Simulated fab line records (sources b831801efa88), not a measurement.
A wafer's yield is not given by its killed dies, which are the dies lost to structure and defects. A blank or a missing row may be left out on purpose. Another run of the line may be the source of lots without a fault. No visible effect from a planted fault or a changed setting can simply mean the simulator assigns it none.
A lot that was struck, set against a sound lot :: flow sky130 :: 43 out of 708 route steps
Sound: wafers L773.1, L773.3, L773.6. Wafers L779.1, L779.2, L779.5 were the ones struck. Last of all comes the cause.
For every step that has rows: the tool of each side, followed by ch and its chambers, followed by its first start. Under that, the readings that differ: sound wafers :: struck wafers :: difference of the means :: sigmas: that difference in standard deviations of wafers without a fault.
alike: readings whose means differ by less than 2 such deviations, and words and numbers that are the same on both sides. not compared: withheld readings, readings that some wafer has no value for, bounds like >300 that may hide the same value, and numbers for which the record gives no deviation and whose values overlap.
Wherever a step has rows on one side only, a row that says differs or no value, or a row with sigmas, the two part there. Numbers that have no deviation but don't overlap get no sigmas and don't part them. Lack of a reading on every wafer of one side parts them only where that side has two or more wafers.

first, 3 steps without rows for these wafers: SKY_METAL2_EXPOSE_12 (exposes mask MM2, target cd 140 nm); SKY_METAL2_PEB_13; SKY_METAL2_DEVELOP_14 (develop time 60 s).
SKY_METAL2_CD_MEAS_15 targets a cd of 140 nm.
  sound: cd-sem-01 at day 36 10:50; struck: cd-sem-01 at day 37 16:01
  alike: cd-nm
SKY_METAL2_OVL_MEAS_16:
  sound: overlay-02 at day 36 10:57; struck: overlay-02 at day 37 16:08
reading: METAL2_OVL (nm)
sound: 9 5 3
struck: -8 -16 -2
difference: -14
sigmas: -2
SKY_METAL2_DESCUM_17: chemistry O2, time 8 s.
  sound on rie-metal-01 ch 0,1, day 36 10:59; struck on rie-metal-01 ch 0,1, day 37 16:10
  alike: drypump-motor-current-A, oes-product-au
  not compared: rf-hours-counter-h
then, 2 steps without rows for these wafers: SKY_METAL2_ETCH_18 (etches BARC in N2/H2, stops on SiO2, time 45.9 s, target depth 60 nm); SKY_METAL2_METAL_ETCH_19 (etches the open film in Cl2/BCl3, stops on SiO2, target depth 360 nm, time 78 s).
SKY_METAL2_STRIP_20: strips in O2/N2.
  sound on plasma-asher-03 ch 0,1, day 36 11:10; struck on plasma-asher-03 ch 0,1, day 37 16:22
  alike: drypump-motor-current-A, oes-product-au, strip-time-to-endpoint-s
  not compared: rf-hours-counter-h
then, 3 steps without rows for these wafers: SKY_METAL2_STRIP_21 (strips in post etch residue remover, time 1200 s); SKY_METAL2_CLEAN_22 (cleans in IPA, time 180 s); SKY_METAL2_CLEAN_23 (cleans in O3/DIW).
SKY_VIA2_HDPCVD_00: deposits SiO2, target thk 1180 nm, time 196.7 s.
  sound on hdpcvd-02 ch 0,1,2, day 36 11:46; struck on hdpcvd-02 ch 0,2, day 37 16:59
SKY_VIA2_THK_MEAS_01:
  sound: film-metro-01 at day 36 11:53; struck: film-metro-03 at day 37 17:07
  alike: VIA2_HDPCVD_THK
then, 1 step without rows for these wafers: SKY_VIA2_CMP_02 (polishes SiO2).
SKY_VIA2_BOW_MEAS_03:
  sound: film-metro-01 at day 36 12:15; struck: film-metro-03 at day 37 17:28
  alike: VIA2_BOW
then, 8 steps without rows for these wafers: SKY_VIA2_DEHYDRATE_04 (time 60 s); SKY_VIA2_HMDS_05 (prime time 60 s); SKY_VIA2_COAT_06 (resist thk 60 nm); SKY_VIA2_COAT_07 (resist thk 450 nm); SKY_VIA2_SOFTBAKE_08 (time 90 s); SKY_VIA2_EXPOSE_09 (exposes mask VIM2, target cd 200 nm); SKY_VIA2_PEB_10; SKY_VIA2_DEVELOP_11 (develop time 60 s).
SKY_VIA2_CD_MEAS_12 targets a cd of 200 nm.
  sound: cd-sem-02 at day 37 14:50; struck: cd-sem-02 at day 38 18:38
  alike: cd-nm
SKY_VIA2_OVL_MEAS_13:
  sound: overlay-01 at day 37 14:57; struck: overlay-01 at day 38 18:45
  alike: VIA2_OVL
then, 6 steps without rows for these wafers: SKY_VIA2_ETCH_14 (etches BARC in N2/H2, stops on SiO2, time 45.9 s, target depth 60 nm); SKY_VIA2_ETCH_15 (etches SiO2 in C4F8/O2/Ar, stops on TiN, target depth 546 nm, time 84 s); SKY_VIA2_STRIP_16 (strips in O2/N2); SKY_VIA2_STRIP_17 (strips in post etch residue remover, time 1200 s); SKY_VIA2_CLEAN_18 (cleans in IPA, time 180 s); SKY_VIA2_CLEAN_19 (cleans in O3/DIW).
SKY_VIA2_SPUTTER_20: material TiN, target thk 20 nm, time 80 s.
  sound: pvd-sputter-04 at day 37 15:43; struck: pvd-sputter-04 at day 38 19:32
  alike: throttle-valve-pct
then, 1 step without rows for these wafers: SKY_VIA2_CVD_21 (deposits W, target thk 420 nm, time 126.4 s).
SKY_VIA2_RS_MEAS_22: measurement is done with a four-point probe.
  sound: film-metro-01 at day 37 15:54; struck: film-metro-03 at day 38 19:43
reading: VIA2_W_RS (ohm/sq)
sound: 0.273 0.267 0.265
struck: 0.281 0.275 0.278
difference: +0.010
sigmas: +2
SKY_VIA2_THK_MEAS_23: measures by xrf.
  sound: film-metro-01 at day 37 16:01; struck: film-metro-03 at day 38 19:50
  alike: VIA2_W_THK
then, 1 step without rows for these wafers: SKY_VIA2_CMP_24 (polishes, stops on SiO2, t overpolish 20 s, target thk 0 nm).
SKY_METAL3_SPUTTER_00: material Ti, target thk 15 nm, time 10 s.
  sound: pvd-sputter-01 at day 37 16:23; struck: pvd-sputter-03 at day 38 20:12
  alike: throttle-valve-pct
then, 1 step without rows for these wafers: SKY_METAL3_SPUTTER_01 (material TiN, target thk 20 nm, time 16.7 s).
SKY_METAL3_SPUTTER_02: material AlCu, target thk 735 nm, time 39.1 s.
  sound: pvd-sputter-01 at day 37 16:26; struck: pvd-sputter-03 at day 38 20:15
  alike: throttle-valve-pct
then, 2 steps without rows for these wafers: SKY_METAL3_SPUTTER_03 (material Ti, target thk 5 nm, time 3.3 s); SKY_METAL3_SPUTTER_04 (material TiN, target thk 70 nm, time 58.3 s).
-- the record jumps here: 9 days lie between the struck wafers' starts before and after (it left off in module METAL3 and takes up again in module PAD_OPEN, whose first step shown is number 708 of the route) --
SKY_PAD_OPEN_PROBE_99:
  sound: prober-01 at day 47 05:18; struck: prober-02 at day 47 23:04
reading: defect-limited-yield (%)
sound: 85.0 88.0 84.3
struck: 80.5 75.6 79.7
difference: -7.2
sigmas: -4

reading: killed_at_M0_to_M3
sound: 34 26 35
struck: 63 79 59
difference: +35
sigmas: +5

reading: killed-dies
sound: 74 59 77
struck: 96 120 100
difference: +35
sigmas: +4

reading: sort_bin_3_pad_short (%)
sound: 0.6 1.0 0.8
struck: 3.7 2.4 1.8
difference: +1.8
sigmas: +4

reading: sort_bin_5_function (%)
sound: 9.6 7.3 8.1
struck: 9.8 16.5 12.2
difference: +4.5
sigmas: +3

reading: sort-n-pass
sound: 418 433 415
struck: 396 372 392
difference: -35
sigmas: -4

reading: sort-yield-pct (%)
sound: 85.0 88.0 84.3
struck: 80.5 75.6 79.7
difference: -7.2
sigmas: -4

reading: model.etest.tester.sort-n-pass
sound: 418 433 415
struck: 396 372 392
difference: -35
sigmas: 

reading: model.etest.tester.sort-yield-pct (%)
sound: 84.96 88.01 84.35
struck: 80.49 75.61 79.67
difference: -7.18
sigmas: 

reading: model.etest.tester.sort_bin_5_pct (%)
sound: 9.553 7.317 8.13
struck: 9.756 16.46 12.2
difference: +4.472
sigmas: 

reading: model.etest.tester.sort_bin_3_pct (%)
sound: 0.6098 1.016 0.813
struck: 3.659 2.439 1.829
difference: +1.829
sigmas: 
  alike: killed_at_M4_up, killed-at-contacts, killed-at-front-end, killed-at-other, killed-open, killed-short, sort_bin_6_memory

## WHERE THEY PART
First at SKY_METAL2_OVL_MEAS_16; last, within this record, at SKY_PAD_OPEN_PROBE_99.

WHY: the cause the simulator had injected
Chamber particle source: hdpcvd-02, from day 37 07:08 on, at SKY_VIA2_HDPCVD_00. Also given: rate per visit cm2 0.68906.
